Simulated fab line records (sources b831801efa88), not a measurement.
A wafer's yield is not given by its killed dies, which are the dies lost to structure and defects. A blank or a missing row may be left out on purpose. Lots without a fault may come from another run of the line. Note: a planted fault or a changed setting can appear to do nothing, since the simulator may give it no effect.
The same fault as seen by 2 desks | flow gf180mcu | each desk holds nothing but its own numbers, with what lay behind them at the end

== METROLOGY DESK ==
What the gauges read, lot by lot, whatever tool the lot ran on: means of the sampled wafers that have a number. Any lot whose mean is over 4 standard deviations away from the usual mean is out of limits and marked OUT; that distance is given in the brackets.
Columns: A = M4_ALCU_THK at GF_M4_THK_MEAS_06, usual 455 nm; B = V4_OVL at GF_V4_OVL_MEAS_15, usual -3 nm
lot  | first seen here | A   | B
L190 | day 23 00:31    | 460 | -5
L191 | day 23 02:22    | 459 | 3
L192 | day 23 14:43    | 456 | 0
L193 | day 24 00:55    | 456 | -4
L194 | day 24 02:49    | 453 | -6
L197 | day 25 07:11    | 457 | 1
L201 | day 26 08:47    | 458 | -8
L203 | day 27 02:38    | 452 | -4
L205 | day 27 12:51    | 447 | -5
L207 | day 28 03:39    | 451 | -6
L208 | day 28 08:52    | 452 | -2
L211 | day 29 04:29    | 449 | -4
L212 | day 29 08:55    | 453 | 1
L213 | day 29 18:02    | 459 | -2
Result from this desk: across the 14 lots, nothing is out of limits.

== TOOL OWNER'S DESK, litho-track-03 ==
The tool's own readings at GF_V4_PEB_12 (peb time 90 s): means of the sampled wafers that have a number, for each lot that ran on this tool. Any lot whose mean is over 4 standard deviations away from the usual mean is out of limits and marked OUT; that distance is given in the brackets.
Columns: A = heater-power-total-W at GF_V4_PEB_12, usual 85.71 W; B = plate-temp-C at GF_V4_PEB_12, usual 135.00 C
lot  | first seen here | A                | B
L192 | day 25 11:08    | 85.67            | 135.11
L197 | day 27 00:45    | 85.70            | 134.99
L201 | day 28 01:47    | 86.45 (+9.1) OUT | 135.94 (+6.7) OUT
L203 | day 28 18:45    | 86.39 (+8.4) OUT | 136.03 (+7.3) OUT
This desk's finding: out of limits on L201, L203; first on L201, day 28 01:47 (heater-power-total-W at GF_V4_PEB_12). L192, L197: within limits.

== TAKEN TOGETHER ==
On L201, L203, at day 28 01:47, an alarm was possible from the tool owner's desk.
At the metrology desk, nothing out of limits was observed.
The metrology desk has L201, L203 on record, within its limits.
Every lot named ran GF_V4_PEB_12 on litho-track-03.

== WHAT THE SIMULATOR PUT IN ==
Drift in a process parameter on litho-track-03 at GF_V4_PEB_12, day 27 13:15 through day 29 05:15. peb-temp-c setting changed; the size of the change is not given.
Struck lots among those shown: L201, L203.
Time in hours from fault onset to the first out-of-limits reading at each desk: the tool owner's desk, 13.
